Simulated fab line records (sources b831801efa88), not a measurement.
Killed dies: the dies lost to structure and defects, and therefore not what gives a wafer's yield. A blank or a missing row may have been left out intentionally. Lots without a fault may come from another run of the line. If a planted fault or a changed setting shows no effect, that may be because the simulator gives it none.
Comparing a struck lot with a sound one -- flow gf180mcu -- 14 steps out of a route of 602
Sound: the wafers L892.2, L892.3, L892.5. The struck wafers were L896.3, L896.5, L896.6. The cause comes at the end.
At each step with rows: each side's tool, then ch and its chambers, then its first start. Under that, the readings that differ: sound wafers -- struck wafers -- difference of the means -- sigmas: that difference in standard deviations of wafers without a fault.
alike: a reading whose means differ by less than 2 such deviations, as well as words and numbers matching on both sides. not compared: withheld readings; readings where some wafer has no value; bounds like >300 that might hide an equal value; numbers whose values overlap and for which the record gives no deviation.
The two part at a step that has a row with sigmas, a row that says differs or no value, or rows on one side only. Numbers that have no deviation but don't overlap get no sigmas and don't part them. Lack of a reading on every wafer of one side parts them only where that side has two or more wafers.

first, 4 steps without rows for these wafers: GF_V3_SOFTBAKE_10 (time 60 s); GF_V3_EXPOSE_11 (exposes mask Via3, target cd 260 nm); GF_V3_PEB_12 (peb time 90 s); GF_V3_DEVELOP_13 (develop time 60 s).
GF_V3_CD_MEAS_14: the cd target is 260 nm.
  sound: cd sem-01 at day 25 00:36; struck: cd sem-01 at day 26 17:22
  alike: cd nm
GF_V3_OVL_MEAS_15:
  sound: overlay-02 at day 25 00:43; struck: overlay-01 at day 26 17:28
  alike: V3_OVL
GF_V3_ETCH_16: etches BARC in N2/H2.
  sound on rie diel-02 ch 0,2, day 25 00:44; struck on rie diel-01 ch 0,1,2, day 26 17:29
  alike: chamber pressure mTorr, drypump motor current A, oes product au, throttle valve pct
GF_V3_ETCH_17: etches SiO2 in C4F8/O2/Ar, stops on TiN, target depth 635 nm.
  sound on rie diel-02 ch 0,2; struck on rie diel-01 ch 0,1,2
  alike: chamber pressure mTorr, oes product au
GF_V3_STRIP_18: strips in O2/N2.
  sound on plasma asher-02 ch 0,1, day 25 00:52; struck on plasma asher-01 ch 0,1, day 26 17:39
  alike: chamber pressure mTorr, drypump motor current A, heater power w, oes product au, platen temp c
  not compared: rf hours counter h
then, 2 steps without rows for these wafers: GF_V3_STRIP_19 (strips in post etch residue remover, time 1200 s); GF_V3_CLEAN_20 (cleans in DIW).
GF_V3_SPUTTER_21: material Ti, target thk 15 nm, time 80.02 s.
  sound: pvd sputter-01 at day 25 01:24; struck: pvd sputter-01 at day 26 18:09
  alike: cathode dc power W, chamber pressure pa, throttle valve pct
GF_V3_SPUTTER_22: material TiN, target thk 10 nm, time 40 s.
  sound: pvd sputter-01 at day 25 01:28; struck: pvd sputter-01 at day 26 18:13
  no value came back on the struck wafers for cathode dc power W (W), chamber pressure pa (Pa), throttle valve pct (%); on the sound wafers cathode dc power W (W) reads 4000.9 4000.0 4000.3
GF_V3_CVD_23: deposits W, target thk 350 nm, time 104.9 s.
  sound on cvd w-01 ch 0,1, day 25 01:30; struck on cvd w-02 ch 0,1, day 26 18:17
  alike: heater power w

WHERE THEY PART
At GF_V3_SPUTTER_22 and nowhere else, as far as this record goes. Later steps at which nothing parts them and some readings are alike: GF_V3_CVD_23.

WHY: whatever the simulator had introduced
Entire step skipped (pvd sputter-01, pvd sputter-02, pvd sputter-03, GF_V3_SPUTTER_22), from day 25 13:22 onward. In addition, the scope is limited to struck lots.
